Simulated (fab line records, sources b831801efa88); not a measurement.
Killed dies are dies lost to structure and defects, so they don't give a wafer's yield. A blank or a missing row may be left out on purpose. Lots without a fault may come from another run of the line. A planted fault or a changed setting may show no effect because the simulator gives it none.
Chamber matching | flow sfq_line | SFQ_TRILAYER_I1_CMP_CMP_046 on cmp-01: 4 sister chambers
The step polishes SiO2. 4 wafers are shown with their chamber, then 7 later ones without.

WAFERS WITH THEIR CHAMBER
wafer  | chamber | motor_current_A (A)
L109.3 | 1       | 9.8
L110.1 | 0       | 8.9
L112.2 | 2       | 10.0
L112.4 | 3       | 10.9

WAFERS WITHOUT THEIR CHAMBER
wafer  | motor_current_A (A)
L112.6 | 8.4
L114.3 | 9.8
L114.5 | 9.8
L114.6 | 10.2
L117.3 | 9.3
L117.4 | 10.0
L117.5 | 9.7

WHICH CHAMBER EACH WENT THROUGH
wafer  | from the rows above          | in truth
L112.6 | 0                            | 0
L114.3 | can't be placed: 1 or 2      | 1
L114.5 | can't be placed: 1 or 2      | 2
L114.6 | can't be placed: 2 or 1 or 3 | 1
L117.3 | can't be placed: 0 or 1 or 2 | 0
L117.4 | can't be placed: 2 or 1      | 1
L117.5 | can't be placed: 1 or 2      | 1
Placed correctly: 1 of 7. Can't be placed from these rows: 6 (the true chamber is among the candidates in 6). Placed wrongly: 0.
How it was worked out, from the rows above alone: a wafer's distance from a chamber is the root of the sum, over the readings, of the square of ((its reading less the chamber's mean) divided by the reading's scatter). The wafer belongs to the nearest chamber; if the next one is less than 2 further off, it can't be placed. A chamber's mean is the mean of its shown wafers. The scatter: with one shown wafer a chamber, the root of the mean of the squares of how far each hidden wafer lies from its nearest shown one.
